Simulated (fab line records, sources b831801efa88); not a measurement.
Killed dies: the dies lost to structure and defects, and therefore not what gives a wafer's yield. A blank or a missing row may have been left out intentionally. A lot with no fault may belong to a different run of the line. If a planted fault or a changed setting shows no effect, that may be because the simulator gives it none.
Which of the tools did it? | flow sky130 | 12 lots with 36 wafers sampled at 4 steps, on a route of 708 steps

WHAT THE GAUGES READ, wafer by wafer
SKY_VIA1_BOW_MEAS_03. Usual: VIA1_BOW gives 80 um (standard deviation 6.9).
lot  | measured     | on            | VIA1_BOW (um) | flag
L726 | day 33 12:47 | film-metro-01 | 77 85 79      |
L727 | day 34 02:47 | film-metro-01 | 78 83 89      |
L730 | day 35 03:05 | film-metro-04 | 80 87 68      |
L731 | day 35 11:02 | film-metro-04 | 83 84 91      |
L734 | day 36 12:42 | film-metro-04 | 80 77 65      |
L735 | day 36 14:43 | film-metro-04 | 75 73 74      |
L736 | day 36 22:22 | film-metro-04 | 90 83 91      |
L737 | day 37 10:08 | film-metro-03 | 61 88 71      |
L738 | day 37 13:52 | film-metro-04 | 74 82 82      |
L740 | day 38 03:54 | film-metro-01 | 87 82 91      |
L741 | day 38 09:53 | film-metro-03 | 76 82 80      |
L744 | day 39 03:57 | film-metro-03 | 81 76 85      |

WHAT TOOL EACH LOT RAN ON (gives the tool, then ch and the chambers of the sampled wafers, and finally the start)
lot  | SKY_SD_N_COAT_02                  | SKY_SD_N_STRIP_11                    | SKY_CONTACT_STRIP_19
L726 | litho-track-02 ch 0, day 28 01:03 | plasma-asher-04 ch 0,1, day 28 15:35 | plasma-asher-03 ch 0,1, day 32 06:56
L727 | litho-track-01 ch 0, day 28 16:24 | plasma-asher-04 ch 0,1, day 29 06:47 | plasma-asher-02 ch 0,1, day 32 22:07
L730 | litho-track-04 ch 0, day 29 16:45 | plasma-asher-01 ch 0,1, day 30 07:21 | plasma-asher-01 ch 0,1, day 33 21:29
L731 | litho-track-02 ch 0, day 30 01:10 | plasma-asher-01 ch 0,1, day 30 16:08 | plasma-asher-02 ch 0,1, day 34 05:35
L734 | litho-track-04 ch 0, day 31 04:28 | plasma-asher-01 ch 0,1, day 31 19:17 | plasma-asher-01 ch 0,1, day 35 07:08
L735 | litho-track-01 ch 0, day 31 06:28 | plasma-asher-01 ch 0,1, day 31 21:06 | plasma-asher-03 ch 0,1, day 35 09:17
L736 | litho-track-04 ch 0, day 31 16:12 | plasma-asher-03 ch 0,1, day 32 06:05 | plasma-asher-02 ch 0,1, day 35 17:31
L737 | litho-track-01 ch 0, day 32 01:24 | plasma-asher-03 ch 0,1, day 32 15:39 | plasma-asher-02 ch 0,1, day 36 05:05
L738 | litho-track-01 ch 0, day 32 07:10 | plasma-asher-04 ch 0,1, day 32 21:24 | plasma-asher-03 ch 0,1, day 36 09:13
L740 | litho-track-01 ch 0, day 32 21:51 | plasma-asher-04 ch 0,1, day 33 11:26 | plasma-asher-02 ch 0,1, day 36 23:04
L741 | litho-track-01 ch 0, day 33 02:51 | plasma-asher-03 ch 0,1, day 33 17:05 | plasma-asher-01 ch 0,1, day 37 04:40
L744 | litho-track-04 ch 0, day 33 21:19 | plasma-asher-03 ch 1, day 34 10:31   | plasma-asher-01 ch 0,1, day 37 22:50
- SKY_SD_N_COAT_02: resist thk 1140 nm.
- SKY_SD_N_STRIP_11: strips in O2/N2.
- SKY_CONTACT_STRIP_19: strips in O2/N2.

AS READ BY THE TOOLS THEMSELVES (means over the sampled wafers that have a number; for cases with no such wafer, the mark the record gives instead)
SKY_SD_N_STRIP_11. Usual: drypump-motor-current-A 5.6 A, standard deviation 0.35; oes-product-au 0.527 a.u., standard deviation 0.0041; strip-time-to-endpoint-s 22.54 s, standard deviation 0.042.
lot  | tool            | drypump-motor-current-A (A) | oes-product-au (a.u.) | strip-time-to-endpoint-s (s) | flag
L726 | plasma-asher-04 | 5.5                         | 0.529                 | 22.56                        |
L727 | plasma-asher-04 | 5.3                         | 0.523                 | 22.51                        |
L730 | plasma-asher-01 | 5.8                         | 0.526                 | 22.56                        |
L731 | plasma-asher-01 | 5.8                         | 0.529                 | 22.57                        |
L734 | plasma-asher-01 | 5.9                         | 0.527                 | 22.50                        |
L735 | plasma-asher-01 | 5.8                         | 0.525                 | 22.56                        |
L736 | plasma-asher-03 | 6.0                         | 0.529                 | 22.50                        |
L737 | plasma-asher-03 | 5.9                         | 0.527                 | 22.50                        |
L738 | plasma-asher-04 | 5.5                         | 0.528                 | 22.53                        |
L740 | plasma-asher-04 | 5.5                         | 0.524                 | 22.11                        | OFF
L741 | plasma-asher-03 | 5.9                         | 0.527                 | 22.15                        | OFF
L744 | plasma-asher-03 | 5.9                         | 0.528                 | 22.56                        |

SKY_CONTACT_STRIP_19. Usual: drypump-motor-current-A 5.87 A, standard deviation 0.11; oes-product-au 0.380 a.u., standard deviation 0.0049; strip-time-to-endpoint-s 3.60 s, standard deviation 0.046.
lot  | tool            | drypump-motor-current-A (A) | oes-product-au (a.u.) | strip-time-to-endpoint-s (s) | flag
L726 | plasma-asher-03 | 5.90                        | 0.378                 | 3.60                         |
L727 | plasma-asher-02 | 5.80                        | 0.378                 | 3.56                         |
L730 | plasma-asher-01 | 5.83                        | 0.380                 | 3.56                         |
L731 | plasma-asher-02 | 5.82                        | 0.381                 | 3.63                         |
L734 | plasma-asher-01 | 5.82                        | 0.388                 | 3.66                         |
L735 | plasma-asher-03 | 5.89                        | 0.381                 | 3.63                         |
L736 | plasma-asher-02 | 5.81                        | 0.376                 | 3.62                         |
L737 | plasma-asher-02 | 5.80                        | 0.377                 | 3.68                         |
L738 | plasma-asher-03 | 5.93                        | 0.384                 | 3.61                         |
L740 | plasma-asher-02 | 5.81                        | 0.383                 | 3.63                         |
L741 | plasma-asher-01 | 5.83                        | 0.376                 | 3.54                         |
L744 | plasma-asher-01 | 5.82                        | 0.383                 | 3.61                         |

THE ANSWER, worked out from the rows above alone
Rule: a lot is off if the mean of its wafers that have a number lies more than 3 standard deviations from the usual mean. Also off: a lot with no number at a reading for which 4 or more lots have one. Where the step has rows for the other lots, those lots are counted as sound. The gauges are gone through in route order, then the tools' own readings, and for those a lot's mean is taken as printed above. At the first step where some lot is off, the reading lying furthest off is the one used; lots without a number count as furthest.
Off: L740, L741 (SKY_SD_N_STRIP_11, strip-time-to-endpoint-s).
A tool fits if, at that step or a process step before it, it ran every lot that is off, and no sound lot after the first of them. One fits: SKY_SD_N_COAT_02 on litho-track-01. A fault onset in the window from L738 (day 32 07:10, its last sound lot) to L740 (day 32 21:51, its first lot off) fits.

WHAT THE SIMULATOR HAD PUT IN
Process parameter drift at SKY_SD_N_COAT_02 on litho-track-01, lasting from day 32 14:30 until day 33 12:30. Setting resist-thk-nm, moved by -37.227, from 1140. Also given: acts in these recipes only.
Lots struck among those shown: L740, L741. The same result came from the rule above.
